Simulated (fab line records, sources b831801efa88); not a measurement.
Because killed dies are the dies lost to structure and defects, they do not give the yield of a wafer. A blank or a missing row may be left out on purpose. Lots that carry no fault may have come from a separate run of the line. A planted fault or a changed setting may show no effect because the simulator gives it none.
fab line records    flow sky130
record lots=6  wafers=18  lastDay=50
route steps=708 shown PWDE@53 NWELL@56 PAD_OPEN@708
lots that met no fault: from a run of the same line without faults
startH: start of the lot's first displayed wafer, in hours after the record's first day    waitH: hours since the lot's step before    " same as the row above    L1.1+2: several wafers, shown together as one row    - either no value or no given start    * or withheld: withheld    < > ~ a bound
route shown NAME@n: NAME is a module with steps in the file, n the number in the route of the first one    usual: mean and standard deviation over wafers with no fault    same: alike in all rows    chamber/n: place in a boat    sites: each site's reading    _std_site: the standard deviation of these    _edge_site: outer sites' mean less inner sites'    radiusMm: how far each site lies from the wafer's centre    mask NAME#n: copy n    behind: the last tool/chamber to shape the wafer    hold: why the lot was held/for how many hours/how that ended    device: whichever transistor did not switch (one of n, p or np)    end of line: the route-end tests of the same wafers    a step with no rows: only its recipe    killed: not the wafer's yield, but the dies lost to structure and defects at the first sort    map: the dies of a wafer, with x for killed, . for not killed, _ for no die there
set.NAME: the run value of the setting; set.NAME@STEP: its run value at that earlier step    model.NAME: the simulator's own value behind a step, which no gauge read
lots at some steps of the route; a table a step, a row a wafer
services: a tool's chamber out of use, with start hour (startH, from the record's first day; less than 0 if before it), hours out, and reason
## steps
# step SKY_PWDE_IMPLANT_08
# recipe species=B  energyKev=150  doseCm2=3.6e+12  tiltDeg=withheld
# step SKY_PWDE_STRIP_09
# recipe chemistry=O2/N2  powerW=1400  pressureMtorr=1500  platenTempC=withheld  o2FlowSccm=3000  n2FlowSccm=300  overashFraction=0.5
# usual drypumpMotorCurrentA=5.7/0.41  oesProductAu=0.723/0.0043  stripTimeToEndpointS=36.92/0.1
lot.wafer  tool            chamber  startH  waitH  drypumpMotorCurrentA  oesProductAu  rfHoursCounterH  stripTimeToEndpointS
L731.1     plasmaAsher-04  1        82.82   0.1    5.7                   0.719         39               36.81
L731.3     "               1        "       "      5.7                   0.728         -                36.71
L731.6     "               1        "       "      5.7                   0.720         -                36.75
L734.1     plasmaAsher-03  1        96.62   0.1    6.0                   0.716         29               36.71
L734.3     "               1        "       "      6.0                   0.721         -                36.79
L734.6     "               1        "       "      6.0                   0.721         -                36.70
L737.1     plasmaAsher-01  0        113.43  0.1    6.3                   0.726         39               36.91
L737.4     "               1        "       "      5.4                   0.722         -                37.06
L737.6     "               0        "       "      6.4                   0.720         -                36.98
L738.2     plasmaAsher-04  0        124.97  0.1    6.0                   0.722         1                36.86
L738.3     "               1        "       "      5.6                   0.723         -                36.98
L738.4     "               0        "       "      6.0                   0.717         -                37.00
L743.1     plasmaAsher-03  1        146.12  0.1    6.0                   0.722         34               36.92
L743.5     "               1        "       "      6.0                   0.724         -                36.91
L743.6     "               0        "       "      5.1                   0.726         -                36.94
L752.1     plasmaAsher-01  0        197.28  0.1    6.4                   0.730         48               36.86
L752.5     "               1        "       "      5.4                   0.719         -                36.83
L752.6     "               0        "       "      6.3                   0.724         -                36.92
# step SKY_PWDE_TW_MEAS_10
# usual PWDE_TW=373/7
lot.wafer  tool          chamber  startH  waitH  PWDE_TW
L731.1     filmMetro-02  -        82.92   0.1    368
L731.3     "             -        "       "      367
L731.6     "             -        "       "      366
L734.1     filmMetro-01  -        96.72   0.1    366
L734.3     "             -        "       "      367
L734.6     "             -        "       "      368
L737.1     filmMetro-04  -        113.53  0.1    380
L737.4     "             -        "       "      379
L737.6     "             -        "       "      379
L738.2     filmMetro-01  -        125.08  0.1    369
L738.3     "             -        "       "      368
L738.4     "             -        "       "      368
L743.1     filmMetro-01  -        146.22  0.1    369
L743.5     "             -        "       "      369
L743.6     "             -        "       "      373
L752.1     filmMetro-04  -        197.41  0.1    379
L752.5     "             -        "       "      382
L752.6     "             -        "       "      379
# step SKY_NWELL_DEHYDRATE_03
# recipe tempC=200  timeS=60
# step SKY_NWELL_HMDS_04
# recipe primeTimeS=60  primeTempC=120
# step SKY_NWELL_COAT_05
# recipe spinRpm=2000  resistThkNm=3000
# step SKY_NWELL_SOFTBAKE_06
# recipe tempC=110  timeS=withheld
# step SKY_NWELL_EXPOSE_07
# recipe maskId=NWM  na=0.6  sourceShape=conventional  sigmaOuter=0.6  polarization=unpolarized  targetCdNm=840  doseMj=255
# step SKY_NWELL_PEB_08
# recipe tempC=115  timeS=withheld
# step SKY_NWELL_DEVELOP_09
# recipe wallAngleDeg=90  developer=TMAH  developTimeS=60  devTempC=23
# step SKY_NWELL_OVL_MEAS_10
# usual NWELL_00_OVL=-0.1/1.4
lot.wafer  tool        chamber  startH  waitH  NWELL_00_OVL[nm]
L731.1     overlay-01  -        99.73   -      -0.1
L731.3     "           -        "       "      -2.9
L731.6     "           -        "       "      -1.2
L734.1     overlay-01  -        114.60  -      0.1
L734.3     "           -        "       "      0.9
L734.6     "           -        "       "      -0.4
L737.1     overlay-01  -        136.50  -      1.8
L737.4     "           -        "       "      1.8
L737.6     "           -        "       "      0.9
L738.2     overlay-01  -        144.09  -      -1.5
L738.3     "           -        "       "      1.3
L738.4     "           -        "       "      0.1
L743.1     overlay-01  -        166.43  -      -0.2
L743.5     "           -        "       "      2.0
L743.6     "           -        "       "      -0.3
L752.1     overlay-02  -        218.03  -      1.6
L752.5     "           -        "       "      0.9
L752.6     "           -        "       "      2.0
# step SKY_NWELL_IMPLANT_11
# recipe species=P  energyKev=400  doseCm2=1.9e+13  tiltDeg=withheld
# step SKY_NWELL_IMPLANT_12
# recipe species=P  energyKev=120  doseCm2=1.3e+12  tiltDeg=withheld
# usual doseIonsCm2=1.3001e+12/1.4e+09  faradayCurrentUA=7.33/0.14
lot.wafer  tool          chamber  startH  waitH  doseIonsCm2  faradayCurrentUA
L731.1     implanter-04  0        99.92   0.1    1.2985e+12   7.22
L731.3     "             0        "       "      1.3014e+12   7.25
L731.6     "             0        "       "      1.301e+12    7.26
L734.1     implanter-01  0        114.79  0.1    1.3033e+12   7.29
L734.3     "             0        "       "      1.3015e+12   7.09
L734.6     "             0        "       "      1.3029e+12   7.44
L737.1     implanter-04  0        136.69  0.1    1.9805e+12   11.12
L737.4     "             0        "       "      1.9803e+12   10.98
L737.6     "             0        "       "      1.9813e+12   11.11
L738.2     implanter-04  0        144.29  0.1    1.9788e+12   11.33
L738.3     "             0        "       "      1.9813e+12   11.31
L738.4     "             0        "       "      1.9789e+12   11.06
L743.1     implanter-02  0        166.62  0.1    1.3012e+12   7.26
L743.5     "             0        "       "      1.3013e+12   7.19
L743.6     "             0        "       "      1.298e+12    7.45
L752.1     implanter-01  0        218.22  0.1    1.2995e+12   7.28
L752.5     "             0        "       "      1.3008e+12   7.24
L752.6     "             0        "       "      1.2995e+12   7.27
# step SKY_NWELL_IMPLANT_13
# recipe species=P  energyKev=50  doseCm2=7e+11  tiltDeg=withheld
# step SKY_NWELL_STRIP_14
# recipe chemistry=O2/N2  powerW=1400  pressureMtorr=1500  platenTempC=withheld  o2FlowSccm=3000  n2FlowSccm=300  overashFraction=0.5
# usual drypumpMotorCurrentA=5.7/0.38  oesProductAu=0.722/0.0048  stripTimeToEndpointS=36.91/0.11
lot.wafer  tool            chamber  startH  waitH  drypumpMotorCurrentA  oesProductAu  rfHoursCounterH  stripTimeToEndpointS
L731.1     plasmaAsher-01  0        100.22  0.1    6.3                   0.731         38               37.18
L731.3     "               0        "       "      6.3                   0.720         -                37.04
L731.6     "               0        "       "      6.3                   0.720         -                37.03
L734.1     plasmaAsher-02  1        115.09  0.1    5.7                   0.717         44               36.93
L734.3     "               0        "       "      5.6                   0.723         -                37.02
L734.6     "               0        "       "      5.5                   0.723         -                36.94
L737.1     plasmaAsher-01  0        136.99  0.1    6.4                   0.721         42               37.00
L737.4     "               1        "       "      5.4                   0.722         -                37.02
L737.6     "               0        "       "      6.4                   0.717         -                37.13
L738.2     plasmaAsher-02  0        144.57  0.1    5.6                   0.725         47               36.89
L738.3     "               0        "       "      5.6                   0.720         -                36.89
L738.4     "               1        "       "      5.8                   0.723         -                36.86
L743.1     plasmaAsher-02  1        166.92  0.1    5.8                   0.726         49               36.94
L743.5     "               0        "       "      5.6                   0.719         -                36.96
L743.6     "               1        "       "      5.8                   0.721         -                37.01
L752.1     plasmaAsher-03  0        218.52  0.1    5.0                   0.717         43               36.85
L752.5     "               1        "       "      6.0                   0.728         -                36.94
L752.6     "               0        "       "      5.0                   0.727         -                36.99
# step SKY_NWELL_TW_MEAS_15
# usual NWELL_TW=1808/31
lot.wafer  tool          chamber  startH  waitH  NWELL_TW
L731.1     filmMetro-04  -        100.32  0.1    1845
L731.3     "             -        "       "      1842
L731.6     "             -        "       "      1854
L734.1     filmMetro-02  -        115.19  0.1    1784
L734.3     "             -        "       "      1782
L734.6     "             -        "       "      1783
L737.1     filmMetro-02  -        137.09  0.1    1789
L737.4     "             -        "       "      1781
L737.6     "             -        "       "      1789
L738.2     filmMetro-02  -        144.68  0.1    1797
L738.3     "             -        "       "      1789
L738.4     "             -        "       "      1784
L743.1     filmMetro-01  -        167.02  0.1    1807
L743.5     "             -        "       "      1800
L743.6     "             -        "       "      1799
L752.1     filmMetro-02  -        218.62  0.1    1772
L752.5     "             -        "       "      1781
L752.6     "             -        "       "      1781
# step SKY_NWELL_DEHYDRATE_16
# recipe tempC=200  timeS=60
# step SKY_NWELL_HMDS_17
# recipe primeTimeS=60  primeTempC=120
# step SKY_NWELL_COAT_18
# recipe spinRpm=2000  resistThkNm=3000
# step SKY_NWELL_SOFTBAKE_19
# recipe tempC=110  timeS=withheld
# step SKY_NWELL_EXPOSE_20
# recipe maskId=NWM_COMPLEMENT  na=0.6  sourceShape=conventional  sigmaOuter=0.6  polarization=unpolarized  targetCdNm=840  doseMj=260
# step SKY_NWELL_PEB_21
# recipe tempC=115  timeS=withheld
# step SKY_NWELL_DEVELOP_22
# recipe wallAngleDeg=90  developer=TMAH  developTimeS=60  devTempC=23
# step SKY_NWELL_OVL_MEAS_23
# usual NWELL_01_OVL=0.2/1.3
lot.wafer  tool        chamber  startH  waitH  NWELL_01_OVL[nm]
L731.1     overlay-01  -        118.45  -      -2.0
L731.3     "           -        "       "      -0.4
L731.6     "           -        "       "      -0.8
L734.1     overlay-01  -        133.93  -      -0.3
L734.3     "           -        "       "      0.2
L734.6     "           -        "       "      -1.5
L737.1     overlay-02  -        156.93  -      -0.6
L737.4     "           -        "       "      1.6
L737.6     "           -        "       "      1.3
L738.2     overlay-01  -        164.84  -      -0.9
L738.3     "           -        "       "      0.5
L738.4     "           -        "       "      1.1
L743.1     overlay-02  -        187.88  -      -0.3
L743.5     "           -        "       "      -0.6
L743.6     "           -        "       "      0.5
L752.1     overlay-01  -        241.53  -      -0.1
L752.5     "           -        "       "      -0.1
L752.6     "           -        "       "      -0.7
# step SKY_NWELL_IMPLANT_24
# recipe species=B  energyKev=137.3  doseCm2=9.2e+12  tiltDeg=withheld
# step SKY_NWELL_STRIP_25
# recipe chemistry=O2/N2  powerW=1400  pressureMtorr=1500  platenTempC=withheld  o2FlowSccm=3000  n2FlowSccm=300  overashFraction=0.5
# usual drypumpMotorCurrentA=5.7/0.44  oesProductAu=0.722/0.0046  stripTimeToEndpointS=36.85/0.13
lot.wafer  tool            chamber  startH  waitH  drypumpMotorCurrentA  oesProductAu  rfHoursCounterH  stripTimeToEndpointS
L731.1     plasmaAsher-01  1        118.64  0.1    5.4                   0.726         40               36.78
L731.3     "               1        "       "      5.4                   0.729         -                36.79
L731.6     "               0        "       "      6.3                   0.722         -                36.80
L734.1     plasmaAsher-03  0        134.12  0.1    5.1                   0.718         33               36.83
L734.3     "               1        "       "      6.0                   0.723         -                36.89
L734.6     "               1        "       "      6.0                   0.722         -                36.78
L737.1     plasmaAsher-03  0        157.12  0.1    5.0                   0.728         35               36.87
L737.4     "               1        "       "      6.0                   0.722         -                36.88
L737.6     "               1        "       "      6.0                   0.726         -                36.92
L738.2     plasmaAsher-02  1        165.02  0.1    5.8                   0.715         49               36.97
L738.3     "               1        "       "      5.8                   0.719         -                36.81
L738.4     "               0        "       "      5.6                   0.721         -                37.09
L743.1     plasmaAsher-03  0        188.07  0.1    5.1                   0.720         38               36.60
L743.5     "               1        "       "      6.0                   0.730         -                36.79
L743.6     "               0        "       "      5.1                   0.715         -                36.63
L752.1     plasmaAsher-02  0        241.71  0.1    5.6                   0.729         59               36.72
L752.5     "               1        "       "      5.8                   0.715         -                36.74
L752.6     "               0        "       "      5.6                   0.723         -                36.75
# step SKY_NWELL_TW_MEAS_26
# usual NWELL_2_TW=494/9.5
lot.wafer  tool          chamber  startH  waitH  NWELL_2_TW
L731.1     filmMetro-04  -        118.74  0.1    504
L731.3     "             -        "       "      503
L731.6     "             -        "       "      505
L734.1     filmMetro-01  -        134.22  0.1    486
L734.3     "             -        "       "      488
L734.6     "             -        "       "      488
L737.1     filmMetro-04  -        157.22  0.1    507
L737.4     "             -        "       "      504
L737.6     "             -        "       "      505
L738.2     filmMetro-04  -        165.13  0.1    506
L738.3     "             -        "       "      507
L738.4     "             -        "       "      507
L743.1     filmMetro-04  -        188.17  0.1    504
L743.5     "             -        "       "      504
L743.6     "             -        "       "      503
L752.1     filmMetro-04  -        241.81  0.1    504
L752.5     "             -        "       "      505
L752.6     "             -        "       "      506
# step SKY_NWELL_CLEAN_27
# recipe chemistry=SC1/SC2  mix=1:4:20  tempC=70  timeS=150  dry=n2Spin
# step SKY_NWELL_RTA_28
# recipe tempC=1050  timeS=30  idleTempC=650  rampUpCPerS=150  rampDownCPerS=90  ambient=N2
# usual lampPowerPct=25.31/0.053  rampDownCPerS=89.999/0.019  wafer_temp_C_max=1054.7/0.84
lot.wafer  tool          chamber  startH  waitH  lampPowerPct  rampDownCPerS  wafer_temp_C_max
L731.1     rtpAnneal-01  0        118.85  0.0    25.33         89.954         1055.6
L731.3     "             0        "       "      25.36         90.034         1055.5
L731.6     "             0        "       "      25.26         90.031         1054.8
L734.1     rtpAnneal-01  0        134.33  0.0    25.35         89.996         1053.9
L734.3     "             0        "       "      25.35         90.025         1055.3
L734.6     "             0        "       "      25.24         90.005         1053.0
L737.1     rtpAnneal-02  0        157.33  0.0    25.32         89.975         1053.6
L737.4     "             0        "       "      25.38         89.995         1056.2
L737.6     "             0        "       "      25.27         90.003         1055.8
L738.2     rtpAnneal-02  0        165.26  0.0    25.30         89.984         1054.3
L738.3     "             0        "       "      25.24         89.991         1055.1
L738.4     "             0        "       "      25.35         89.992         1054.5
L743.1     rtpAnneal-02  0        188.28  0.0    25.32         89.999         1054.4
L743.5     "             0        "       "      25.31         89.956         1055.8
L743.6     "             0        "       "      25.25         89.994         1053.7
L752.1     rtpAnneal-01  0        241.93  0.0    25.34         90.006         1054.5
L752.5     "             0        "       "      25.37         90.015         1053.3
L752.6     "             0        "       "      25.20         90.015         1055.4
# step SKY_NWELL_RS_MEAS_29
# recipe thkMeasGauge=four-point-probe
# usual NWELL_RS=624.4/1.5
lot.wafer  tool          chamber  startH  waitH  NWELL_RS[ohm/sq]
L731.1     filmMetro-02  -        118.95  0.1    623.7
L731.3     "             -        "       "      626.2
L731.6     "             -        "       "      623.7
L734.1     filmMetro-02  -        134.53  0.2    624.1
L734.3     "             -        "       "      624.8
L734.6     "             -        "       "      626.0
L737.1     filmMetro-02  -        157.53  0.2    605.9
L737.4     "             -        "       "      605.0
L737.6     "             -        "       "      604.1
L738.2     filmMetro-02  -        165.45  0.2    608.7
L738.3     "             -        "       "      606.5
L738.4     "             -        "       "      608.8
L743.1     filmMetro-01  -        188.38  0.1    622.9
L743.5     "             -        "       "      626.0
L743.6     "             -        "       "      622.9
L752.1     filmMetro-02  -        242.03  0.1    621.6
L752.5     "             -        "       "      624.4
L752.6     "             -        "       "      624.4
# step SKY_PAD_OPEN_PROBE_99
# usual killed_at_M0_to_M3=43/7.5  killed_at_M4_up=3.2/1.9  killedAtContacts=24/4.9  killedAtFrontEnd=15/4.3  killedAtOther=0.4/0.72  killedDies=86/9.1  killedOpen=47/6.5  killedShort=39/6.5
# same grossDies=492  killedAtBackSide=0
lot.wafer  tool       chamber  startH   waitH  killed_at_M0_to_M3  killed_at_M4_up  killedAtContacts  killedAtFrontEnd  killedAtOther  killedDies  killedOpen  killedShort  model.etest.nfet_16v.rOnOhmUm  model.etest.pfetG5v0d10v5.rOnOhmUm  model.etest.tipP.rsOhmSq  model.etest.tip_p_5v.rsOhmSq  model.etest.pfetG5v0d10v5.driveUaUm  model.etest.pfet_01v8_lvt.driveUaUm  model.etest.pfet_01v8_mvt.driveUaUm  model.etest.pfet_01v8_lvt.offLog10AUm
L731.1     prober-02  -        1100.95  0.1    43                  5                17                12                0              77          45          32           1.417e+04                      4837                                6979                      2832                          338.9                                170.4                                148.8                                -9.06
L731.3     prober-02  -        1101.05  0.2    53                  4                25                11                0              93          57          36           1.43e+04                       4601                                6992                      2829                          354.5                                178                                  154.6                                -9.004
L731.6     prober-02  -        1101.20  0.2    46                  3                28                12                0              89          45          44           1.412e+04                      4638                                6977                      2825                          347.2                                177.8                                154.4                                -8.787
L734.1     prober-02  -        1113.85  0.1    43                  2                21                19                1              86          40          46           1.448e+04                      4886                                7069                      2863                          331.6                                171.4                                148.9                                -9.302
L734.3     prober-02  -        1113.95  0.2    36                  2                26                18                1              83          46          37           1.43e+04                       4906                                7083                      2868                          328.2                                167.2                                147                                  -9.266
L734.6     prober-02  -        1114.10  0.2    53                  3                32                16                1              105         61          43           1.428e+04                      4818                                7078                      2842                          335.1                                173.6                                153.2                                -9.263
L737.1     prober-02  -        1136.38  0.1    34                  6                30                21                0              91          52          39           1.296e+04                      4971                                7317                      2954                          328.1                                158.5                                143.5                                -10.44
L737.4     prober-02  -        1136.53  0.2    39                  4                19                18                0              80          46          34           1.406e+04                      4958                                7277                      2957                          324.3                                158.9                                142                                  -10.59
L737.6     prober-02  -        1136.63  0.2    42                  2                24                17                0              85          42          43           1.402e+04                      5051                                7283                      2980                          320.1                                157                                  140.6                                -10.5
L738.2     prober-01  -        1148.83  0.1    44                  2                28                14                0              88          56          32           1.422e+04                      4866                                7139                      2970                          330.6                                161.1                                150.7                                -10.38
L738.3     prober-01  -        1148.88  0.2    42                  1                18                23                0              84          42          40           1.344e+04                      4945                                7171                      2936                          328.1                                160                                  148.1                                -10.36
L738.4     prober-01  -        1148.93  0.2    62                  2                27                19                0              110         55          55           1.326e+04                      4874                                7092                      2970                          332                                  160.9                                149.7                                -10.43
L743.1     prober-02  -        1173.46  0.1    47                  1                31                15                0              94          53          40           1.434e+04                      4804                                6940                      2869                          336.1                                170.6                                153.3                                -9.051
L743.5     prober-02  -        1173.66  0.2    43                  2                21                22                0              88          45          42           1.394e+04                      4759                                6954                      2856                          346.3                                172.6                                153.6                                -9.045
L743.6     prober-02  -        1173.71  0.2    47                  5                23                15                1              91          46          43           1.43e+04                       4880                                6964                      2875                          333.2                                170.2                                152.3                                -8.991
L752.1     prober-01  -        1207.90  0.1    59                  2                17                8                 0              86          49          37           1.457e+04                      4721                                6874                      2834                          345.3                                175.9                                159.3                                -9.009
L752.5     prober-01  -        1208.10  0.2    46                  5                22                9                 0              82          43          39           1.442e+04                      4723                                6909                      2844                          346.7                                176.7                                159.8                                -8.75
L752.6     prober-01  -        1208.15  0.2    45                  4                30                16                0              95          54          40           1.445e+04                      4751                                6941                      2839                          339.7                                177.3                                159.8                                -8.997
# killed by level:class
L731.1 CONTACT:geometricParticle:open=10 VIA1:geometricParticle:open=9 VIA3:geometricParticle:open=8 FIELD_ISO:geometricParticle:open=6 METAL2:geometricParticle:short=5 VIA1:geometricParticle:short=5 LI_CONTACT:geometricParticle:open=4 METAL4:geometricParticle:short=4
L731.3 VIA1:geometricParticle:open=17 CONTACT:geometricParticle:open=15 METAL2:geometricParticle:short=10 FIELD_ISO:geometricParticle:short=5 LI_CONTACT:geometricParticle:open=5 POLY_GATE:geometricParticle:short=5 VIA2:geometricParticle:open=5 VIA3:geometricParticle:open=5
L731.6 METAL2:geometricParticle:short=9 CONTACT:geometricParticle:short=9 LI_CONTACT:geometricParticle:open=8 VIA1:geometricParticle:open=7 CONTACT:geometricParticle:open=7 VIA2:geometricParticle:open=6 VIA2:geometricParticle:short=5 VIA3:geometricParticle:open=5
L734.1 VIA1:geometricParticle:open=11 VIA1:geometricParticle:short=7 FIELD_ISO:geometricParticle:short=6 VIA2:geometricParticle:short=6 CONTACT:geometricParticle:open=6 VIA2:geometricParticle:open=6 FIELD_ISO:geometricParticle:open=5 POLY_GATE:geometricParticle:short=5
L734.3 VIA1:geometricParticle:open=10 CONTACT:geometricParticle:open=9 VIA3:geometricParticle:short=7 VIA3:geometricParticle:open=7 POLY_GATE:geometricParticle:open=6 LI_CONTACT:geometricParticle:short=6 FIELD_ISO:geometricParticle:open=5 POLY_GATE:geometricParticle:short=4
L734.6 VIA2:geometricParticle:open=10 VIA1:geometricParticle:open=10 CONTACT:geometricParticle:open=10 VIA3:geometricParticle:open=9 LI_CONTACT:geometricParticle:open=8 METAL1:geometricParticle:short=6 METAL3:geometricParticle:short=6 FIELD_ISO:geometricParticle:open=5
L737.1 CONTACT:geometricParticle:open=15 VIA1:geometricParticle:open=10 VIA2:geometricParticle:open=8 POLY_GATE:geometricParticle:open=6 LI_CONTACT:geometricParticle:open=6 FIELD_ISO:geometricParticle:short=5 CONTACT:geometricParticle:short=5 METAL4:geometricParticle:short=5
L737.4 VIA1:geometricParticle:open=9 FIELD_ISO:geometricParticle:short=8 CONTACT:geometricParticle:open=8 VIA1:geometricParticle:short=7 LI_CONTACT:geometricParticle:open=6 VIA3:geometricParticle:open=6 FIELD_ISO:geometricParticle:open=4 METAL2:geometricParticle:short=4
L737.6 VIA1:geometricParticle:open=11 LI_CONTACT:geometricParticle:open=8 METAL2:geometricParticle:short=8 FIELD_ISO:geometricParticle:short=7 METAL1:geometricParticle:short=7 CONTACT:geometricParticle:open=7 CONTACT:geometricParticle:short=6 VIA3:geometricParticle:open=5
L738.2 CONTACT:geometricParticle:open=12 VIA1:geometricParticle:open=12 VIA2:geometricParticle:open=8 METAL2:geometricParticle:short=8 VIA1:geometricParticle:short=6 LI_CONTACT:geometricParticle:open=5 LOCAL_INTERCONNECT:geometricParticle:short=4 VIA3:geometricParticle:open=4
L738.3 VIA3:geometricParticle:open=10 FIELD_ISO:geometricParticle:open=7 METAL1:geometricParticle:short=6 CONTACT:geometricParticle:open=6 METAL2:geometricParticle:short=6 CONTACT:geometricParticle:short=5 POLY_GATE:geometricParticle:open=4 LI_CONTACT:geometricParticle:open=4
L738.4 VIA1:geometricParticle:open=18 CONTACT:geometricParticle:open=10 VIA1:geometricParticle:short=8 LOCAL_INTERCONNECT:geometricParticle:short=7 METAL2:geometricParticle:short=7 VIA3:geometricParticle:open=7 VIA2:geometricParticle:open=6 VIA3:geometricParticle:short=6
L743.1 CONTACT:geometricParticle:open=14 VIA1:geometricParticle:open=13 VIA2:geometricParticle:short=8 VIA3:geometricParticle:open=7 LI_CONTACT:geometricParticle:open=6 CONTACT:geometricParticle:short=6 FIELD_ISO:geometricParticle:short=5 POLY_GATE:geometricParticle:open=4
L743.5 POLY_GATE:geometricParticle:short=8 CONTACT:geometricParticle:open=8 VIA1:geometricParticle:open=8 VIA3:geometricParticle:open=7 FIELD_ISO:geometricParticle:short=5 VIA2:geometricParticle:short=5 VIA2:geometricParticle:open=5 POLY_GATE:geometricParticle:open=4
L743.6 VIA1:geometricParticle:open=10 CONTACT:geometricParticle:open=10 METAL1:geometricParticle:short=7 VIA2:geometricParticle:open=7 LOCAL_INTERCONNECT:geometricParticle:short=6 VIA1:geometricParticle:short=6 VIA2:geometricParticle:short=5 VIA3:geometricParticle:open=5
L752.1 VIA1:geometricParticle:open=14 VIA2:geometricParticle:open=11 LOCAL_INTERCONNECT:geometricParticle:short=7 METAL1:geometricParticle:short=7 METAL2:geometricParticle:short=7 METAL3:geometricParticle:short=6 VIA3:geometricParticle:open=6 LI_CONTACT:geometricParticle:open=5
L752.5 METAL2:geometricParticle:short=11 VIA1:geometricParticle:open=9 CONTACT:geometricParticle:open=8 VIA3:geometricParticle:open=7 LI_CONTACT:geometricParticle:open=5 FIELD_ISO:geometricParticle:open=4 CONTACT:geometricParticle:short=4 METAL1:geometricParticle:short=4
L752.6 CONTACT:geometricParticle:open=14 VIA1:geometricParticle:open=9 LI_CONTACT:geometricParticle:open=7 VIA2:geometricParticle:open=7 FIELD_ISO:geometricParticle:short=6 FIELD_ISO:geometricParticle:open=5 CONTACT:geometricParticle:short=5 METAL1:geometricParticle:short=5
## services
tool            chamber  startH  hours  kind
implanter-04    -        61.36   5.6    repair
implanter-02    -        65.05   4.5    pm
plasmaAsher-03  -        90.71   2.8    pm
implanter-01    -        97.49   1.3    repair
plasmaAsher-04  -        108.75  9.0    pm
plasmaAsher-04  0        108.75  9.0    ventCycle
plasmaAsher-04  1        108.75  9.0    ventCycle
plasmaAsher-03  -        115.91  0.9    repair
plasmaAsher-04  0        117.75  -      clean
plasmaAsher-04  1        117.75  -      clean
implanter-01    -        127.23  0.7    repair
implanter-04    -        127.55  3.6    pm
rtpAnneal-01    -        158.33  4.3    pm
plasmaAsher-04  -        187.45  57.9   repair
implanter-04    -        193.37  4.9    repair
plasmaAsher-01  -        206.61  5.0    repair
implanter-04    -        213.44  3.6    repair
implanter-01    -        228.67  4.7    pm
## key
firstSign step=SKY_NWELL_IMPLANT_12  reading=doseIonsCm2  direction=up  sigmas=99+  usual=*  struck=*
effect step=SKY_NWELL_IMPLANT_12  reading=faradayCurrentUA  direction=up  sigmas=28  usual=7.33  struck=11.15
effect step=SKY_NWELL_RS_MEAS_29  reading=NWELL_RS  direction=down  sigmas=12  usual=624.4  struck=606.5
modelEffect step=SKY_PAD_OPEN_PROBE_99  value=etest.nfet_16v.rOnOhmUm  without=1.405e+04  struck=1.366e+04
metAt SKY_NWELL_IMPLANT_12
struckWafers L737.1,L737.4,L737.6,L738.2,L738.3,L738.4
testerLeftOut L737,L738
onsetBetween 99.92 136.69
fault kind=processParameterDrift  tool=implanter-04  chamber=-  onsetH=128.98  steps=SKY_NWELL_IMPLANT_12  channel=doseCm2  offset=*  shape=step  endH=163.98  actsIn=*  stated=*
# testerLeftOut: of these lots the tester's yield and bins aren't shown, on N5 and GAA mostly nor the transistor test; their killed dies are dies lost to structure and defects alone, not to doping, threshold or leakage, so they don't give the yield
